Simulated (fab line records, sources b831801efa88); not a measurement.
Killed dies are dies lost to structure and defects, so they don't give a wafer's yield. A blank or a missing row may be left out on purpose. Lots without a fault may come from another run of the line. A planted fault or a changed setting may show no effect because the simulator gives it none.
Chamber matching | flow gf180mcu | GF_CONTACT_CMP_27 on cmp-02: 4 sister chambers
The step polishes, stops on SiO2, t overpolish 15 s, target thk 0 nm. 8 wafers are shown with their chamber, then 7 later ones without.

WAFERS WITH THEIR CHAMBER
wafer  | chamber | motor_current_A (A) | time_to_endpoint_s (s)
L922.1 | 2       | 12.6                | 78
L923.2 | 2       | 13.1                | 73
L924.3 | 0       | 11.7                | 72
L924.5 | 1       | 9.2                 | 72
L928.6 | 0       | 11.9                | 74
L936.1 | 1       | 8.8                 | 68
L936.6 | 3       | 11.1                | 72
L937.1 | 3       | 11.7                | 75

WAFERS WITHOUT THEIR CHAMBER
wafer  | motor_current_A (A) | time_to_endpoint_s (s)
L937.2 | 13.6                | 78
L937.6 | 9.1                 | 69
L939.1 | 11.1                | 75
L939.5 | 12.2                | 71
L939.6 | 10.9                | 76
L944.4 | 13.7                | 78
L944.5 | 12.9                | 73

WHICH CHAMBER EACH WENT THROUGH
wafer  | from the rows above          | in truth
L937.2 | 2                            | 2
L937.6 | 1                            | 1
L939.1 | can't be placed: 3 or 0      | 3
L939.5 | can't be placed: 0 or 2 or 3 | 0
L939.6 | can't be placed: 3 or 0      | 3
L944.4 | 2                            | 2
L944.5 | 2                            | 2
Placed correctly: 4 of 7. Can't be placed from these rows: 3 (the true chamber is among the candidates in 3). Placed wrongly: 0.
How it was worked out, from the rows above alone: a wafer's distance from a chamber is the root of the sum, over the readings, of the square of ((its reading less the chamber's mean) divided by the reading's scatter). The wafer belongs to the nearest chamber; if the next one is less than 2 further off, it can't be placed. A chamber's mean is the mean of its shown wafers. The scatter: the root of (the sum of the squares of (reading less its chamber's mean) over the shown wafers, divided by (wafers less chambers)).
